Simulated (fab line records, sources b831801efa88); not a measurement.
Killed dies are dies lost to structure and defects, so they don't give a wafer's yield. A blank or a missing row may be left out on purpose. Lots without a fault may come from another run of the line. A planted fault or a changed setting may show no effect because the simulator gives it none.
Which tool did it? | flow sky130 | 6 lots, 18 wafers sampled, at 1 step of a route of 708

WHAT THE GAUGES READ, wafer by wafer
SKY_VIA3_BOW_MEAS_03.
lot  | measured     | on            | VIA3_BOW (um)
L231 | day 38 14:34 | film_metro-01 | 86 91 93
L233 | day 39 07:49 | film_metro-01 | 69 75 80
L240 | day 42 03:52 | film_metro-01 | 84 87 90
L245 | day 43 02:15 | film_metro-02 | 77 72 81
L250 | day 44 05:12 | film_metro-01 | 92 95 96
L252 | day 44 20:30 | film_metro-03 | 71 79 80

WHICH TOOL RAN EACH LOT (tool, then ch and the chambers of the sampled wafers, then the start)
The record holds no process step before these readings.

THE ANSWER, worked out from the rows above alone
Rule: what is usual is taken from the lots themselves. Put in order of their means at a reading, lots are off if they are a third of the lots or fewer, leave a main group of 4 or more, and stand apart from it by a gap of 3 or more times the standard deviation of the main group's means; of several such gaps the widest counts. A main group whose means are all the same, to the digits that the tables above print for the reading, isn't used. A lot without any number at a reading at which 4 lots or more have one is off too. The other lots that the step has rows for count as sound.
No lot is off at any reading shown: from this, nothing can be told.

WHAT THE SIMULATOR HAD PUT IN
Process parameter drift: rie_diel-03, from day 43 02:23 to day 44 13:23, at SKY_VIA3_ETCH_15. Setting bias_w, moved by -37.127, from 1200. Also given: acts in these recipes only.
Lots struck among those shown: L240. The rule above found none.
